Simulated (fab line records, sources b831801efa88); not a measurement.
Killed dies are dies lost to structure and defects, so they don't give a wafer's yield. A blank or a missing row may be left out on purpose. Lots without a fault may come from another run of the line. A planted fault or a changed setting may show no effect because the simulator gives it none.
fab line records | flow sfq_line
record lots=6 wafers=16 last_day=82
route steps=325 shown L0@12 L0V@16
lots that met no fault: from a run of the same line without faults
start_h: hours from the record's first day to the start of the lot's first wafer shown | wait_h: hours since the lot's step before | " the same as in the row above | L1.1+2: a row that stands for several wafers | - no value, or no start given | * or withheld: withheld | < > ~ a bound
route shown NAME@n: a module of which the file shows steps, and the number in the route of the first | usual: mean/standard deviation of fault-free wafers | same: alike in all rows | chamber/n: place in a boat | sites: the reading at each site | _std_site: their standard deviation | _edge_site: outer sites' mean less inner sites' | radius_mm: how far each site lies from the wafer's centre | mask NAME#n: copy n | behind: the tool/chamber that last shaped the wafer | hold: why the lot was held/for how many hours/how that ended | device: the transistor (n, p or np) that didn't switch | end of line: the same wafers' tests at the end of the route | a step without rows: its recipe alone | killed: dies lost to structure and defects at the first sort, not the wafer's yield | map: a wafer's dies, x killed, . not, _ none there
set.NAME: the setting as run; set.NAME@STEP: as run at that earlier step | model.NAME: the simulator's own value behind a step, which no gauge read
lots at some steps of the route; a table a step, a row a wafer
services: from which hour (start_h, from the record's first day; less than 0 if before it) a tool's chamber was out of use, for how many hours, and why
## steps
# step SFQ_TRILAYER_L0_BARC_OPEN_METAL_ETCH_010
# recipe mask_material=PR chemistry=O2 target_depth_nm=125 target=BARC icp_w=600 bias_w=80 pressure_mtorr=10 time_s=41.7
# usual drypump_motor_current_A=5.7/0.5 oes_product_au=0.685/0.005 run_length_s=69.9/0.44
# columns lot.wafer tool chamber start_h wait_h drypump_motor_current_A oes_product_au rf_hours_counter_h run_length_s
L399.3 rie_metal-04 1 26.46 0.1 5.0 0.673 - 70.3
L399.4 " 1 " " 5.0 0.688 - 70.2
L399.6 " 1 " " 5.0 0.687 - 70.7
L408.1 rie_metal-01 0 70.82 0.1 6.1 0.686 0 69.0
L408.2 " 1 " " 5.5 0.687 128 69.8
L408.3 " 0 " " 6.1 0.686 - 69.5
L416.2 rie_metal-02 1 113.42 0.1 5.6 0.676 168 69.6
L416.6 " 0 " " 6.5 0.671 - 69.6
L419.2 rie_metal-01 0 127.64 0.1 6.1 0.691 11 69.4
L419.4 " 1 " " 5.5 0.682 - 70.1
L419.6 " 1 " " 5.5 0.684 - 70.0
L420.4 rie_metal-02 0 139.71 0.1 6.5 0.683 - 69.7
L420.6 " 1 " " 5.6 0.691 - 70.2
L421.1 rie_metal-04 1 143.29 0.1 5.0 0.684 118 70.6
L421.3 " 1 " " 5.0 0.688 - 70.4
L421.5 " 1 " " 5.0 0.683 - 70.4
# step SFQ_TRILAYER_L0_ETCH_METAL_ETCH_008
# recipe target=MoNx_KI stop_on=SiO2 mask_material=PR chemistry=SF6/O2 target_depth_nm=50 icp_w=600 bias_w=80 pressure_mtorr=10 time_s=25
# usual drypump_motor_current_A=5.7/0.49 oes_product_au=0.872/0.0077 run_length_s=53.2/0.44
# columns lot.wafer tool chamber start_h wait_h drypump_motor_current_A oes_product_au rf_hours_counter_h run_length_s
L399.3 rie_metal-04 1 26.57 0.1 5.0 0.867 - 53.8
L399.4 " 1 " " 5.0 0.864 - 54.0
L399.6 " 1 " " 5.0 0.864 - 53.6
L408.1 rie_metal-01 0 70.88 0.0 6.1 0.872 0 52.8
L408.2 " 1 " " 5.5 0.856 128 53.4
L408.3 " 0 " " 6.0 0.866 - 52.5
L416.2 rie_metal-02 1 113.48 0.0 5.6 0.884 168 52.8
L416.6 " 0 " " 6.4 0.880 - 53.3
L419.2 rie_metal-01 0 127.70 0.0 6.1 0.877 11 53.2
L419.4 " 1 " " 5.5 0.869 - 53.2
L419.6 " 1 " " 5.5 0.870 - 53.2
L420.4 rie_metal-02 0 139.77 0.0 6.5 0.870 - 52.9
L420.6 " 1 " " 5.6 0.876 - 53.5
L421.1 rie_metal-04 1 143.35 0.0 5.0 0.869 118 53.6
L421.3 " 1 " " 5.0 0.871 - 53.5
L421.5 " 1 " " 5.0 0.869 - 53.5
# step SFQ_TRILAYER_L0_STRIP_STRIP_009
# recipe gas=O2 power_w=200 platen_temp_c=40 overash_fraction=0.65 chemistry=O2 pressure_mtorr=50
# usual drypump_motor_current_A=5.7/0.5 oes_product_au=0.998/0.0081
# columns lot.wafer tool chamber start_h wait_h drypump_motor_current_A oes_product_au rf_hours_counter_h
L399.3 rie_metal-04 1 27.03 0.4 5.0 0.996 -
L399.4 " 1 " " 5.0 1.003 -
L399.6 " 1 " " 5.0 0.990 -
L408.1 rie_metal-01 0 70.92 0.0 6.1 0.997 0
L408.2 " 1 " " 5.5 0.988 128
L408.3 " 0 " " 6.1 1.005 -
L416.2 rie_metal-02 1 113.53 0.0 5.6 0.999 168
L416.6 " 0 " " 6.4 0.986 -
L419.2 rie_metal-01 0 127.74 0.0 6.1 1.006 11
L419.4 " 1 " " 5.5 1.005 -
L419.6 " 1 " " 5.5 0.998 -
L420.4 rie_metal-02 0 140.00 0.2 6.5 0.993 -
L420.6 " 1 " " 5.6 1.001 -
L421.1 rie_metal-04 1 143.40 0.0 5.0 1.002 118
L421.3 " 1 " " 5.0 0.994 -
L421.5 " 1 " " 5.0 0.994 -
# step SFQ_TRILAYER_L0_STRIP_SOLV_CLEAN_010
# recipe chemistry=NMP temp_c=70 time_s=600
# step SFQ_TRILAYER_L0_CAP_PECVD_011
# recipe material=SiO2 temp_c=150 time_s=13.333 pressure_torr=2.4 rf_w=183.3 precursor=SiH4/N2O target_thk_nm=60
# usual heater_power_w=85/15 susceptor_temp_C=149.99/0.15 throttle_valve_pct=25.3/0.92
# columns lot.wafer tool chamber start_h wait_h heater_power_w susceptor_temp_C throttle_valve_pct
L399.3 pecvd-03 1 28.00 0.0 81 149.91 26.5
L399.4 " 1 " " 82 150.06 26.6
L399.6 " 2 " " 49 149.94 26.3
L408.1 pecvd-03 0 71.70 0.0 88 150.23 25.6
L408.2 " 2 " " 52 149.99 26.5
L408.3 " 1 " " 73 149.95 26.8
L416.2 pecvd-04 0 114.30 0.0 95 150.16 26.6
L416.6 " 1 " " 76 149.90 25.5
L419.2 pecvd-02 1 128.53 0.0 80 149.97 24.6
L419.4 " 1 " " 77 149.84 24.8
L419.6 " 2 " " 85 150.31 24.4
L420.4 pecvd-02 1 140.59 0.0 71 149.84 24.8
L420.6 " 0 " " 109 150.09 24.1
L421.1 pecvd-04 2 144.19 0.0 102 149.94 25.5
L421.3 " 0 " " 92 149.72 26.7
L421.5 " 0 " " 90 150.09 26.6
# step SFQ_TRILAYER_L0_VIA_LITHO_COAT_018
# recipe resist=BARC spin_rpm=3000 resist_thk_nm=62
# step SFQ_TRILAYER_L0_VIA_LITHO_COAT_013
# recipe resist=KrF spin_rpm=3000 resist_thk_nm=650
# step SFQ_TRILAYER_L0_VIA_LITHO_SOFTBAKE_017
# recipe temp_c=withheld time_s=withheld resist=KrF
# step SFQ_TRILAYER_L0_VIA_LITHO_EXPOSE_014
# recipe mask_id=L0V na=0.6 source_shape=conventional sigma_outer=0.65 target_cd_nm=700 dose_mj=21.3
# step SFQ_TRILAYER_L0_VIA_LITHO_PEB_016
# recipe peb_temp_c=115 peb_time_s=60 resist=KrF
# step SFQ_TRILAYER_L0_VIA_LITHO_DEVELOP_015
# recipe time_s=60 resist=KrF
# step SFQ_L0V_OVL_MEAS_903
# usual L0V_OVL=-3/5.3
# columns lot.wafer tool chamber start_h wait_h L0V_OVL[nm]
L399.3 overlay-02 - 95.13 0.1 -1
L399.4 " - " " 0
L399.6 " - " " -5
L408.1 overlay-01 - 149.85 0.1 -2
L408.2 " - " " -4
L408.3 " - " " 0
L416.2 overlay-02 - 232.03 0.1 -1
L416.6 " - " " 0
L419.2 overlay-02 - 245.98 0.1 -6
L419.4 " - " " -11
L419.6 " - " " -7
L420.4 overlay-01 - 257.99 0.1 -1
L420.6 " - " " -2
L421.1 overlay-02 - 261.57 0.1 -5
L421.3 " - " " 1
L421.5 " - " " -7
# step SFQ_TRILAYER_L0_VIA_BARC_OPEN_VIA_ETCH_021
# recipe mask_material=PR chemistry=O2 target_depth_nm=125 target=BARC source_w=500 bias_w=80 pressure_mtorr=30 time_s=41.7
# usual drypump_motor_current_A=5.7/0.57 oes_product_au=0.685/0.005 run_length_s=69.9/0.39
# columns lot.wafer tool chamber start_h wait_h drypump_motor_current_A oes_product_au rf_hours_counter_h run_length_s
L399.3 rie_diel-04 0 95.16 0.0 5.5 0.683 85 69.8
L399.4 " 3 " " 6.3 0.684 68 69.1
L399.6 " 0 " " 5.6 0.686 - 70.0
L408.1 rie_diel-02 3 149.88 0.0 5.8 0.689 143 70.1
L408.2 " 1 " " 4.8 0.677 93 69.9
L408.3 " 0 " " 6.4 0.691 105 69.5
L416.2 rie_diel-02 3 232.06 0.0 5.8 0.680 144 70.1
L416.6 " 1 " " 4.8 0.707 - 69.2
L419.2 rie_diel-04 0 246.01 0.0 5.5 0.682 88 70.0
L419.4 " 3 " " 6.3 0.681 70 69.3
L419.6 " 0 " " 5.5 0.681 - 69.9
L420.4 rie_diel-02 2 258.03 0.0 5.6 0.709 - 68.5
L420.6 " 0 " " 6.3 0.699 - 68.1
L421.1 rie_diel-03 0 261.61 0.0 5.1 0.675 8 70.1
L421.3 " 1 " " 6.5 0.689 73 69.8
L421.5 " 3 " " 5.2 0.680 - 69.7
# step SFQ_TRILAYER_L0_VIA_ETCH_VIA_ETCH_016
# recipe target=SiO2 stop_on=MoNx_KI mask_material=PR chemistry=CHF3 target_depth_nm=80 source_w=500 bias_w=80 pressure_mtorr=30 time_s=withheld
# usual drypump_motor_current_A=5.7/0.56 oes_product_au=0.843/0.0079
# columns lot.wafer tool chamber start_h wait_h drypump_motor_current_A oes_product_au
L399.3 rie_diel-04 0 95.20 0.0 5.5 0.848
L399.4 " 3 " " 6.2 0.855
L399.6 " 0 " " 5.5 0.845
L408.1 rie_diel-02 3 149.92 0.0 5.8 0.845
L408.2 " 1 " " 4.8 0.852
L408.3 " 0 " " 6.4 0.841
L416.2 rie_diel-02 3 232.09 0.0 5.8 0.842
L416.6 " 1 " " 4.8 0.843
L419.2 rie_diel-04 0 246.04 0.0 5.5 0.845
L419.4 " 3 " " 6.2 0.848
L419.6 " 0 " " 5.5 0.845
L420.4 rie_diel-02 2 258.07 0.0 5.6 0.850
L420.6 " 0 " " 6.3 0.839
L421.1 rie_diel-03 0 261.64 0.0 5.1 0.834
L421.3 " 1 " " 6.5 0.828
L421.5 " 3 " " 5.2 0.852
## services
# columns tool chamber start_h hours kind
rie_metal-01 - 30.79 0.5 repair
rie_diel-02 3 32.21 2.9 repair
rie_diel-02 - 61.97 0.3 repair
rie_metal-04 - 75.16 1.2 repair
pecvd-04 - 78.92 5.5 pm
rie_diel-04 1 97.18 1.9 repair
rie_diel-03 1 97.72 2.7 repair
pecvd-03 - 115.38 0.9 repair
rie_diel-03 2 128.09 6.2 repair
rie_metal-01 1 139.70 2.7 repair
rie_diel-03 - 158.55 15.6 pm
rie_diel-02 - 166.59 0.8 repair
pecvd-04 0 169.88 5.1 repair
rie_diel-03 0 176.75 2.4 repair
rie_diel-03 0 187.89 10.4 repair
pecvd-03 - 194.25 14.0 pm
rie_metal-04 1 196.96 9.6 repair
rie_metal-01 - 198.07 14.6 pm
rie_diel-02 1 201.96 6.2 repair
rie_diel-03 2 209.47 2.8 repair
rie_diel-02 0 219.41 14.0 repair
rie_metal-01 - 234.18 1.4 pm
rie_diel-02 - 245.14 1.8 repair
rie_metal-02 - 251.06 0.8 repair
## key
first_sign step=SFQ_TRILAYER_L0_VIA_BARC_OPEN_VIA_ETCH_021 reading=oes_product_au direction=up sigmas=4 usual=0.685 struck=0.705
effect step=SFQ_TRILAYER_L0_VIA_BARC_OPEN_VIA_ETCH_021 reading=run_length_s direction=down sigmas=3.3 usual=* struck=*
met_at SFQ_TRILAYER_L0_VIA_BARC_OPEN_VIA_ETCH_021
struck_wafers L416.6,L420.4,L420.6
onset_between 149.88 232.06
fault kind=process_parameter_drift tool=rie_diel-02 chamber=- onset_h=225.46 steps=SFQ_TRILAYER_L0_VIA_BARC_OPEN_VIA_ETCH_021 channel=time_s offset=* shape=step end_h=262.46 scope=struck_wafers_only acts_in=* stated=*
